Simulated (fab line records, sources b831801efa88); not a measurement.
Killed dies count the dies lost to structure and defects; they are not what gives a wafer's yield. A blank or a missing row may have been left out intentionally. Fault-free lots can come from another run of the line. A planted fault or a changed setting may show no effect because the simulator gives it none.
2 desks looking at one fault ; flow gf180mcu ; numbers are kept per desk, each desk with only its own; the story behind them comes last

THE TOOL OWNER'S DESK: pvdSputter-04
The tool's own readings at GF_M2_SPUTTER_00 (material Ti, target thk 37.5 nm, time 150 s): means of the sampled wafers that have a number, for each lot that ran on this tool. A lot is out of limits, marked OUT, if its mean lies more than 4 standard deviations from the usual mean; the brackets give that distance.
Columns: A = cathodeDcPowerW at GF_M2_SPUTTER_00, usual 3999.9 W; B = throttleValvePct at GF_M2_SPUTTER_00, usual 29.9 %
lot;first seen here;A;B
L237;day 18 10:55;3999.5;29.6
L250;day 23 13:05;3999.6;29.0
L253;day 24 10:00;4000.0;29.0
This desk found nothing out of limits on any of the 3 lots.

AT THE METROLOGY DESK
What the gauges read for every lot (on any tool): the sampled wafers with a number, averaged. A lot is out of limits, marked OUT, if its mean lies more than 4 standard deviations from the usual mean; the brackets give that distance.
Columns: A = V1_OVL at GF_V1_OVL_MEAS_15, usual 1 nm; B = V1_W_RS at GF_V1_RS_MEAS_24, usual 0.331 ohm/sq; C = V1_W_THK at GF_V1_THK_MEAS_25, usual 349 nm
lot;first seen here;A;B;C
L237;day 18 09:29;1;0.331;344
L245;day 21 17:19;0;0.329;351
L250;day 23 11:40;9;0.334;343
L253;day 24 08:37;-4;0.333;349
L258;day 25 19:34;-1;0.325;356
L259;day 26 01:49;-1;0.330;351
This desk found nothing out of limits on any of the 6 lots.

ALL TOGETHER
The tool owner's desk saw nothing out of limits.
Nothing out of limits was seen by the metrology desk.

WHAT THE SIMULATOR HAD INSERTED
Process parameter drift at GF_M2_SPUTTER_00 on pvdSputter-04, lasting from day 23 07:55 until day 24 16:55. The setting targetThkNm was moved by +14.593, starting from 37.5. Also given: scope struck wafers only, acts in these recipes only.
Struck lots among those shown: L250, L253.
